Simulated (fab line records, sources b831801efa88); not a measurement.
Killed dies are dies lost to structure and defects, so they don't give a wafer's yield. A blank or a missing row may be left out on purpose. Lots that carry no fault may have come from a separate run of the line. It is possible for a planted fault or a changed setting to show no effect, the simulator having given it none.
One fault seen from 2 desks / flow sky130 / numbers are kept per desk, each desk with only its own; the story behind them comes last

== THE TOOL OWNER'S DESK: implanter-03 ==
The tool's own readings at SKY_LDD_N_IMPLANT_10: means of the sampled wafers that have a number, for each lot that ran on this tool. Any lot whose mean is over 4 standard deviations away from the usual mean is out of limits and marked OUT; that distance is given in the brackets.
Columns: A = beam energy keV at SKY_LDD_N_IMPLANT_10, usual 20.000
lot=L592; first seen here=day 18 17:03; A=19.997
lot=L599; first seen here=day 21 00:07; A=18.500 (-99 or more) OUT
lot=L600; first seen here=day 21 23:22; A=18.497 (-99 or more) OUT
This desk finds L599, L600 out of limits, L599 being first, at day 21 00:07 (beam energy keV at SKY_LDD_N_IMPLANT_10). L592 stayed within limits.

== METROLOGY DESK ==
Means of the sampled wafers that have a number, per lot and without regard to the tool the lot ran on: this is what the gauges read. Any lot whose mean is over 4 standard deviations away from the usual mean is out of limits and marked OUT; that distance is given in the brackets.
Columns: A = POLY_GATE_OXIDATION_THK at SKY_POLY_GATE_THK_MEAS_21, usual 4.03 nm; B = cd nm at SKY_POLY_GATE_CD_MEAS_22, usual 149.6 nm; C = LDD_N_OVL at SKY_LDD_N_OVL_MEAS_07, usual -1.1 nm
lot=L592; first seen here=day 17 11:04; A=4.12; B=151.4; C=-0.9
lot=L594; first seen here=day 18 02:26; A=3.85; B=150.8; C=-0.1
lot=L599; first seen here=day 19 17:47; A=4.01; B=149.9; C=-2.6
lot=L600; first seen here=day 20 16:26; A=3.99; B=148.6; C=0.0
lot=L609; first seen here=day 23 08:57; A=4.14; B=148.2; C=-2.1
lot=L613; first seen here=day 24 15:50; A=4.02; B=148.6; C=-2.1
This desk found nothing out of limits on any of the 6 lots.

== ALL TOGETHER ==
At day 21 00:07, on L599, L600, the tool owner's desk was in a position to raise an alarm.
Metrology desk: nothing out of limits seen.
The metrology desk has L599, L600 on record, within its limits.
Of the lots named, all ran SKY_LDD_N_IMPLANT_10 on implanter-03.

== WHAT THE SIMULATOR HAD INSERTED ==
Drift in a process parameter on implanter-03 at SKY_LDD_N_IMPLANT_10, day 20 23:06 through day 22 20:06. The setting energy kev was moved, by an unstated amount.
Shown lots that were struck: L599, L600.
Hours from the fault's start to each desk's first reading out of limits: the tool owner's desk, 1.
